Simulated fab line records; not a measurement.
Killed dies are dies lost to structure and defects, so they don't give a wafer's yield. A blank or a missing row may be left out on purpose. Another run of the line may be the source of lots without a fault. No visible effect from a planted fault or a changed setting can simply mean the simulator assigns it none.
Problem report, 8D (eight disciplines) form, completed by code :: flow sky130 :: the parts of the form that need people (team, actions taken, sign-off) are left out

== 1. THE PROBLEM ==
Mean LI_CONTACT_HDPCVD_THK at SKY_LI_CONTACT_THK_MEAS_01: 832 nm over 9 wafers in 3 lots; fault-free wafers: 965 nm, standard deviation 10. Measured from the usual mean, that is -13 standard deviations.
First seen on wafer L423.3, day 32 15:26, on filmMetro-03. Wafers with a number at this step in the record: 39, from 13 lots. Rule for "out", or "out of limits": more than 4 standard deviations from the usual mean. The other wafers with a number count as sound.

== 2. WHAT THIS IS AND IS NOT ==
question: which readings at this step
is: LI_CONTACT_HDPCVD_THK
is not: -

question: which lots
is: L423, L425, L426
is not: L409, L410, L411, L413, L414, L417, L418, L424, L429, L432

question: which wafers of those lots
is: all that have a number
is not: -

question: read on which gauges
is: filmMetro-01, filmMetro-03
is not: filmMetro-04

question: when
is: from day 32 15:26
is not: up to then (21 sound wafers); but 9 sound wafers of L424, L429, L432 came after

== 3. SUSPECTS, AND WHAT RULES EACH OUT ==
Counting: a tool stays on the suspect list if, at a process step up to the reading, it processed all lots that are out and no sound lot following the first of them.
- the gauge at SKY_LI_CONTACT_THK_MEAS_01 is ruled out. 2 gauges (filmMetro-01, filmMetro-03) read the wafers that are out.
- hdpcvd-01 at SKY_LI_CONTACT_HDPCVD_00 (deposits PSG, target thk 930 nm, time 155 s): kept. It ran every lot that is out, first L423 (day 32 15:19), and no sound lot after that; its last sound lot up to then is L418 (day 31 02:54).
The count leaves hdpcvd-01 at SKY_LI_CONTACT_HDPCVD_00.

== 4. THE CAUSE (what the simulator had put in) ==
Site profile drift: hdpcvd-01, from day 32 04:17 on, at SKY_LI_CONTACT_HDPCVD_00. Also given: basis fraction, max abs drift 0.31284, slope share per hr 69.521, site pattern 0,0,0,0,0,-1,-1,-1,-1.
Only this tool survived the counting.

== 5. THE CHAIN OF EFFECTS, in route order ==
Each row: a reading where the mean over the struck wafers with a number is more than 3 standard deviations away from the usual. Only readings for which the record gives a usual standard deviation are gone through. hours: the time from each lot's start at the first step in this table that gives one to its start at this step, as a median over the lots. sigmas: the change in usual standard deviations.
hours: 0
step: SKY_LI_CONTACT_THK_MEAS_01
reading: LI_CONTACT_HDPCVD_THK
usual: 965 nm
on struck wafers: 832
change: -133
sigmas: -13

hours: 27
step: SKY_LI_CONTACT_ETCH_15
reading: oesProductAu
usual: 0.837 a.u.
on struck wafers: 0.733
change: -0.104
sigmas: -24
The process steps in it:
- SKY_LI_CONTACT_ETCH_15: etches PSG in C4F8/O2/Ar, stops on Si, target depth 600 nm.
At these later measuring or inspecting steps, every struck wafer for which the step has a row has a number for every such reading, and none has moved that far: SKY_CONTACT_BOW_MEAS_05, SKY_METAL1_OVL_MEAS_16, SKY_VIA1_CD_MEAS_12.

== 6. HOW IT WOULD HAVE BEEN CAUGHT EARLIER ==
11 hours passed between the start of the fault at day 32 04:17 and the first reading out of limits at a measuring or inspecting step in this record, taken at day 32 15:26.
Among the 3 lots that are out, L425, L426 began SKY_LI_CONTACT_HDPCVD_00 on hdpcvd-01 after day 32 15:26. A hold on the tool at that time would have spared those 2.
